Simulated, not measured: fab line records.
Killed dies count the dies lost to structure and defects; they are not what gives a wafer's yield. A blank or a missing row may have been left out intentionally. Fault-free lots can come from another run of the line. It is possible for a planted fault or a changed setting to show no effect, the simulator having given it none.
Matching of chambers	flow gf180mcu	cmp-01 running GF_V4_CMP_04: 4 sister chambers
The step polishes SiO2. 8 wafers are shown with their chamber, then 9 later ones without.

WAFERS WITH THEIR CHAMBER
wafer	chamber	motor_current_A (A)	time_to_endpoint_s (s)
L303.1	2	12.3	80
L303.5	3	11.4	82
L303.6	2	12.1	90
L304.4	0	11.9	73
L304.6	1	10.7	81
L308.2	3	11.6	75
L308.3	0	11.7	69
L308.6	1	10.9	85

WAFERS MISSING THEIR CHAMBER
wafer	motor_current_A (A)	time_to_endpoint_s (s)
L309.2	11.7	79
L309.4	10.8	87
L309.5	11.8	80
L319.1	11.1	82
L319.2	11.2	68
L319.6	11.4	79
L320.1	11.8	79
L320.2	10.9	79
L320.3	12.7	86

CHAMBER TAKEN BY EACH
wafer	from the rows above	in truth
L309.2	can't be placed: 3 or 0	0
L309.4	1	1
L309.5	can't be placed: 0 or 3 or 2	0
L319.1	can't be placed: 1 or 3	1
L319.2	can't be placed: 3 or 1 or 0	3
L319.6	3	3
L320.1	can't be placed: 0 or 3 or 2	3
L320.2	1	1
L320.3	2	2
Correctly placed: 4 of 9. Not placeable from these rows: 5 (in 5, the candidates include the true chamber). Number placed wrongly: 0.
How it was worked out, from the rows above alone: a wafer's distance from a chamber is the root of the sum, over the readings, of the square of ((its reading less the chamber's mean) divided by the reading's scatter). The wafer belongs to the nearest chamber; if the next one is less than 2 further off, it can't be placed. For every chamber, the mean is computed from those of its wafers that are shown. The scatter is the square root of a quotient: the sum, over the shown wafers, of each reading's squared deviation from its chamber's mean, divided by wafers minus chambers.
